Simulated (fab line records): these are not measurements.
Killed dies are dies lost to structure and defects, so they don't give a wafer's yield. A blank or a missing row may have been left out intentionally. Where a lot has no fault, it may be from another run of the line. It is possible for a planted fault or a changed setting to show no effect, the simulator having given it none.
Matching of chambers    flow gf180mcu    cmp-01 running GF_V3_CMP_26: 4 sister chambers
The step polishes, stops on SiO2, t overpolish 15 s, target thk 0 nm. 8 wafers are shown with their chamber, then 7 later ones without.

WAFERS, EACH WITH ITS CHAMBER
wafer   chamber  motor_current_A (A)  time_to_endpoint_s (s)
L612.3  2        13.0                 75
L612.5  2        14.2                 73
L614.4  1        11.7                 89
L627.1  3        11.4                 91
L627.2  0        14.6                 80
L627.4  1        11.3                 87
L628.1  3        11.6                 95
L628.4  0        15.0                 79

WAFERS WITHOUT THEIR CHAMBER
wafer   motor_current_A (A)  time_to_endpoint_s (s)
L628.5  11.8                 92
L629.2  12.2                 92
L629.5  12.0                 92
L629.6  14.5                 82
L630.3  11.8                 85
L630.4  14.7                 77
L630.5  11.7                 95

EACH ONE'S CHAMBER
wafer   from the rows above      in truth
L628.5  can't be placed: 3 or 1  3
L629.2  can't be placed: 3 or 1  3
L629.5  can't be placed: 3 or 1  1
L629.6  0                        0
L630.3  1                        1
L630.4  can't be placed: 0 or 2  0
L630.5  3                        3
Correct placement for 3 of the 7. Cannot be placed on the basis of these rows: 4; the candidates contain the true chamber in 4. Wrongly placed: 0.
How it was worked out, from the rows above alone: a wafer's distance from a chamber is the root of the sum, over the readings, of the square of ((its reading less the chamber's mean) divided by the reading's scatter). If the next closest chamber is less than 2 further off than the closest, the wafer can't be placed; otherwise it belongs to the closest. For every chamber, the mean is computed from those of its wafers that are shown. The scatter: take each reading less its chamber's mean, square it, sum over the shown wafers, divide by the number of wafers less the number of chambers, and take the root.
